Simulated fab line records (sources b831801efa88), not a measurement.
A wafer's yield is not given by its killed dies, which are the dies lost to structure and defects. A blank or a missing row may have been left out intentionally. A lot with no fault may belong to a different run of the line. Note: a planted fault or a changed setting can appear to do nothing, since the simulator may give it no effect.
Which tool is to blame? -- flow gf180mcu -- 12 lots, 36 wafers sampled, at 4 steps of a route of 602

WHAT THE GAUGES READ, wafer by wafer
GF_SAB_OVL_MEAS_10. Usual: for SAB_OVL the level is 0.5 nm and the standard deviation is 1.3.
lot,measured,on,SAB_OVL (nm),flag
L447,day 15 07:23,overlay-02,-0.7 -0.7 -1.6,
L450,day 16 18:52,overlay-01,0.1 0.0 -1.3,
L449,day 16 23:17,overlay-02,3.6 0.3 -1.3,
L451,day 17 05:49,overlay-02,0.4 3.7 3.6,
L455,day 18 23:10,overlay-01,-2.0 1.3 -0.3,
L459,day 20 02:01,overlay-02,1.1 -0.1 -1.5,
L464,day 21 13:05,overlay-02,2.1 3.8 2.6,
L466,day 22 12:14,overlay-02,-0.2 -1.4 0.1,
L467,day 22 18:00,overlay-02,-0.3 -0.1 0.2,
L468,day 23 05:32,overlay-02,0.3 -1.2 2.1,
L469,day 23 10:34,overlay-01,1.2 0.0 0.9,
L470,day 23 17:35,overlay-01,2.0 0.4 1.1,

GF_CONTACT_OVL_MEAS_15. Usual: for CONTACT_OVL the level is 0 nm and the standard deviation is 5.3.
lot,measured,on,CONTACT_OVL (nm),flag
L447,day 16 07:29,overlay-02,4 6 7,
L450,day 17 19:46,overlay-02,5 3 10,
L449,day 18 00:43,overlay-01,7 3 -1,
L451,day 18 07:19,overlay-02,4 1 3,
L455,day 20 02:02,overlay-01,-8 -4 -7,
L459,day 21 04:29,overlay-02,0 -5 5,
L464,day 22 14:08,overlay-01,-3 4 -1,
L466,day 23 12:14,overlay-01,3 4 3,
L467,day 23 19:28,overlay-01,3 -2 -4,
L468,day 24 05:56,overlay-02,-14 -13 -10,
L469,day 24 11:26,overlay-02,-5 -10 -9,
L470,day 24 17:41,overlay-01,-4 5 3,

GF_V1_THK_MEAS_03. Usual: for V1_CVD_02_THK the level is 851 nm and the standard deviation is 12.
lot,measured,on,V1_CVD_02_THK (nm),flag
L447,day 17 08:45,filmMetro-03,841 862 863,
L450,day 18 22:06,filmMetro-02,831 876 851,
L449,day 19 02:52,filmMetro-02,856 863 861,
L451,day 19 10:37,filmMetro-01,850 848 868,
L455,day 21 05:10,filmMetro-03,811 811 867,
L459,day 22 07:37,filmMetro-01,841 823 864,
L464,day 23 15:22,filmMetro-01,830 828 840,
L466,day 24 13:29,filmMetro-02,836 838 848,
L467,day 24 20:22,filmMetro-01,845 873 864,
L468,day 25 06:29,filmMetro-03,823 851 856,
L469,day 25 12:04,filmMetro-01,854 861 852,
L470,day 25 17:44,filmMetro-01,845 838 858,

WHAT TOOL EACH LOT RAN ON (gives the tool, then ch and the chambers of the sampled wafers, and finally the start)
lot,GF_V1_CVD_02
L447,"pecvd-02 ch 1,2, day 17 08:40"
L450,"pecvd-02 ch 0,1,2, day 18 21:59"
L449,"pecvd-04 ch 1,2, day 19 02:48"
L451,"pecvd-02 ch 0,1, day 19 10:32"
L455,"pecvd-02 ch 0,2, day 21 05:04"
L459,"pecvd-02 ch 0,2, day 22 07:31"
L464,"pecvd-01 ch 0,1, day 23 15:17"
L466,"pecvd-01 ch 0,1, day 24 13:24"
L467,"pecvd-02 ch 0,2, day 24 20:15"
L468,"pecvd-01 ch 0,1,2, day 25 06:24"
L469,"pecvd-02 ch 0,2, day 25 11:58"
L470,"pecvd-04 ch 1,2, day 25 17:39"
- GF_V1_CVD_02: deposits SiO2 from TEOS, target thk 850 nm, time 94.851 s.

WHAT THE TOOLS THEMSELVES READ (means of the sampled wafers that have a number; where no wafer has one, the mark that the record gives instead)
GF_V1_CVD_02. Usual: heaterPowerW 655 W, standard deviation 99; rfFwdPowerW 595.9 W, standard deviation 1.9.
lot,tool,heaterPowerW (W),rfFwdPowerW (W),flag
L447,pecvd-02,767,597.0,
L450,pecvd-02,714,595.1,
L449,pecvd-04,735,593.8,
L451,pecvd-02,646,596.3,
L455,pecvd-02,653,530.4,OFF
L459,pecvd-02,646,563.8,OFF
L464,pecvd-01,628,596.7,
L466,pecvd-01,615,595.8,
L467,pecvd-02,599,598.3,
L468,pecvd-01,595,596.1,
L469,pecvd-02,650,595.7,
L470,pecvd-04,766,593.8,

THE ANSWER, worked out from the rows above alone
Rule: a lot is off if the mean of its wafers that have a number lies more than 3 standard deviations from the usual mean. Also off: a lot with no number at a reading for which 4 or more lots have one. All remaining lots with rows at the step are treated as sound. The gauges are gone through in route order, then the tools' own readings, and for those a lot's mean is taken as printed above. At the first step where some lot is off, the reading lying furthest off is the one used; lots without a number count as furthest.
Off: L455, L459 (GF_V1_CVD_02, rfFwdPowerW).
A tool fits if, at that step or a process step before it, it ran every lot that is off, and no sound lot after the first of them. No candidate that was tried fits.

WHAT WAS PUT IN BY THE SIMULATOR
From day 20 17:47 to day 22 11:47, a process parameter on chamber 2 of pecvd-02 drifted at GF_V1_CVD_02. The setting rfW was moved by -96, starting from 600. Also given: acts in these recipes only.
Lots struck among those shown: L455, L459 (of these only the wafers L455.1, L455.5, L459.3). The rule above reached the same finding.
